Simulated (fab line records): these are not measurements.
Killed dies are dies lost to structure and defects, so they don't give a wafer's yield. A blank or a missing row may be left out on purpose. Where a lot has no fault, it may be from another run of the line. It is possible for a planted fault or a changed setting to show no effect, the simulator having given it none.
Matching of chambers | flow sky130 | 4 sister chambers for SKY_VIA3_ETCH_15 on rie-diel-02
The step etches SiO2 in C4F8/O2/Ar, stops on TiN, target depth 507 nm, time 78 s. 8 wafers are shown with their chamber, then 7 later ones without.

WAFERS PAIRED WITH THEIR CHAMBERS
wafer  | chamber | run-length-s (s) | oes-product-au (a.u.)
L204.2 | 1       | 105.4            | 0.943
L208.5 | 2       | 105.6            | 0.941
L215.1 | 2       | 105.6            | 0.949
L219.4 | 0       | 105.7            | 0.939
L219.5 | 3       | 105.8            | 0.941
L219.6 | 0       | 105.6            | 0.948
L222.2 | 1       | 105.4            | 0.950
L222.3 | 3       | 106.2            | 0.944

WAFERS MISSING THEIR CHAMBER
wafer  | run-length-s (s) | oes-product-au (a.u.)
L222.5 | 105.8            | 0.949
L225.3 | 106.0            | 0.949
L225.4 | 105.5            | 0.943
L225.5 | 106.2            | 0.950
L227.1 | 106.6            | 0.932
L227.3 | 106.2            | 0.949
L227.4 | 105.7            | 0.946

EACH ONE'S CHAMBER
wafer  | from the rows above               | in truth
L222.5 | can't be placed: 0 or 2 or 3 or 1 | 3
L225.3 | can't be placed: 3 or 0 or 2      | 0
L225.4 | can't be placed: 2 or 1 or 0      | 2
L225.5 | can't be placed: 3 or 0           | 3
L227.1 | 3                                 | 3
L227.3 | 3                                 | 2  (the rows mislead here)
L227.4 | can't be placed: 0 or 2 or 1 or 3 | 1
1 of 7 placed correctly. From these rows, 5 cannot be placed; in 5 the true chamber is one of the candidates. Placed wrongly: 1.
How it was worked out, from the rows above alone: a wafer's distance from a chamber is the root of the sum, over the readings, of the square of ((its reading less the chamber's mean) divided by the reading's scatter). If the next closest chamber is less than 2 further off than the closest, the wafer can't be placed; otherwise it belongs to the closest. The mean given for a chamber averages the wafers shown for that chamber. The scatter is the square root of a quotient: the sum, over the shown wafers, of each reading's squared deviation from its chamber's mean, divided by wafers minus chambers.
